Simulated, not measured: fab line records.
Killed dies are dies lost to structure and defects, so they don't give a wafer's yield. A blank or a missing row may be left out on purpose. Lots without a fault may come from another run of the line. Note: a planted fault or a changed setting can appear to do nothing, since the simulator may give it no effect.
Comparing a struck lot with a sound one :: flow sky130 :: 17 steps out of a route of 708
Sound: wafers L683.4, L683.5, L683.6. The struck wafers were L685.1, L685.4, L685.5. The cause is given at the end.
For every step that has rows: the tool of each side, followed by ch and its chambers, followed by its first start. Under that, the readings that differ: sound wafers :: struck wafers :: difference of the means :: sigmas: that difference in standard deviations of wafers without a fault.
alike: readings whose means differ by less than 2 such deviations, and words and numbers that are the same on both sides. not compared: withheld readings, readings that some wafer has no value for, bounds like >300 that may hide the same value, and numbers for which the record gives no deviation and whose values overlap.
The two part at a step that has a row with sigmas, a row that says differs or no value, or rows on one side only. Numbers that have no deviation but don't overlap get no sigmas and don't part them. A reading that every wafer of one side lacks parts them only if that side has two wafers or more.

first, 1 step without rows for these wafers: SKY_VT_ADJUST_NCORE_IMPLANT_09.
SKY_VT_ADJUST_NCORE_STRIP_10: strips in O2/N2.
  sound on plasma_asher-02 ch 0,1, day 9 11:55; struck on plasma_asher-02 ch 1, day 10 01:02
  alike: drypump_motor_current_A, oes_product_au, strip_time_to_endpoint_s
  not compared: rf_hours_counter_h
SKY_VT_ADJUST_NCORE_TW_MEAS_11:
  sound on film_metro-03 at day 9 12:01; struck on film_metro-02 at day 10 01:08
  alike: VT_ADJUST_NCORE_TW
then, 7 steps without rows for these wafers: SKY_VT_ADJUST_HVTR_DEHYDRATE_00 (time 60 s); SKY_VT_ADJUST_HVTR_HMDS_01 (prime time 60 s); SKY_VT_ADJUST_HVTR_COAT_02 (resist thk 1140 nm); SKY_VT_ADJUST_HVTR_SOFTBAKE_03 (time 60 s); SKY_VT_ADJUST_HVTR_EXPOSE_04 (exposes mask HVTRM, target cd 380 nm); SKY_VT_ADJUST_HVTR_PEB_05; SKY_VT_ADJUST_HVTR_DEVELOP_06 (develop time 60 s).
SKY_VT_ADJUST_HVTR_CD_MEAS_07: target cd 380 nm.
  sound on cd_sem-02 at day 10 09:03; struck on cd_sem-01 at day 10 23:57
  alike: cd_nm
SKY_VT_ADJUST_HVTR_OVL_MEAS_08:
  sound on overlay-02 at day 10 09:07; struck on overlay-02 at day 11 00:04
  alike: VT_ADJUST_HVTR_OVL
SKY_VT_ADJUST_HVTR_IMPLANT_09:
  sound on implanter-03 ch 0, day 10 09:13; struck on implanter-03 ch 0, day 11 00:07
reading: dose_ions_cm2
sound: 2.0977e+12 2.1026e+12 2.102e+12
struck: 1.164e+12 1.1665e+12 1.1641e+12
difference: -9.359e+11
sigmas: -99 or more

reading: faraday_current_uA
sound: 11.80 11.48 11.75
struck: 6.55 6.41 6.70
difference: -5.12
sigmas: -22
  alike: end_station_pressure_torr
SKY_VT_ADJUST_HVTR_STRIP_10: strips in O2/N2.
  sound on plasma_asher-04 ch 0,1, day 10 09:20; struck on plasma_asher-03 ch 0,1, day 11 00:16
  alike: drypump_motor_current_A, oes_product_au, strip_time_to_endpoint_s
  not compared: rf_hours_counter_h
SKY_VT_ADJUST_HVTR_TW_MEAS_11:
  sound on film_metro-03 at day 10 09:25; struck on film_metro-03 at day 11 00:22
reading: VT_ADJUST_HVTR_TW
sound: 211.6 210.4 210.0
struck: 179.2 178.6 180.2
difference: -31.3
sigmas: -28
then, 1 step without rows for these wafers: SKY_VT_ADJUST_PCH_DEHYDRATE_00 (time 60 s).
-- the record jumps here: 36 days lie between the struck wafers' starts before and after (it left off in module VT_ADJUST_PCH and takes up again in module PAD_OPEN, whose first step shown is number 708 of the route) --
SKY_PAD_OPEN_PROBE_99:
  sound on prober-02 at day 46 08:47; struck on prober-02 at day 46 21:46
reading: model.etest.pfet_01v8_mvt.drive_ua_um
sound: 151.1 153.4 151.8
struck: 133.9 132.8 133.2
difference: -18.8
sigmas: 

reading: model.etest.pfet_01v8_mvt.off_log10_a_um
sound: -11.03 -11.03 -10.91
struck: -12.3 -12.37 -12.46
difference: -1.4
sigmas: 

reading: model.etest.pfet_01v8_mvt.vt_sat_v (V)
sound: -0.603 -0.5911 -0.5913
struck: -0.6984 -0.7078 -0.7036
difference: -0.1081
sigmas: 

reading: model.etest.pfet_01v8_mvt.vt_v (V)
sound: -0.6865 -0.6774 -0.6763
struck: -0.7638 -0.771 -0.767
difference: -0.0872
sigmas: 

reading: model.etest.pfet_01v8_mvt.vt_long_v (V)
sound: -0.8848 -0.8805 -0.8795
struck: -0.9605 -0.9675 -0.9617
difference: -0.0816
sigmas: 
  alike: killed_at_M0_to_M3, killed_at_M4_up, killed_at_contacts, killed_at_front_end, killed_at_other, killed_dies, killed_open, killed_short

== WHERE THEY PART ==
Earliest at SKY_VT_ADJUST_HVTR_IMPLANT_09; latest, in this record, at SKY_VT_ADJUST_HVTR_TW_MEAS_11. Later steps at which nothing parts them and some readings are alike: SKY_PAD_OPEN_PROBE_99.

WHY: what the simulator had put in
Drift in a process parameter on implanter-03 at SKY_VT_ADJUST_HVTR_IMPLANT_09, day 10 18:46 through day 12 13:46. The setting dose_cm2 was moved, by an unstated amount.
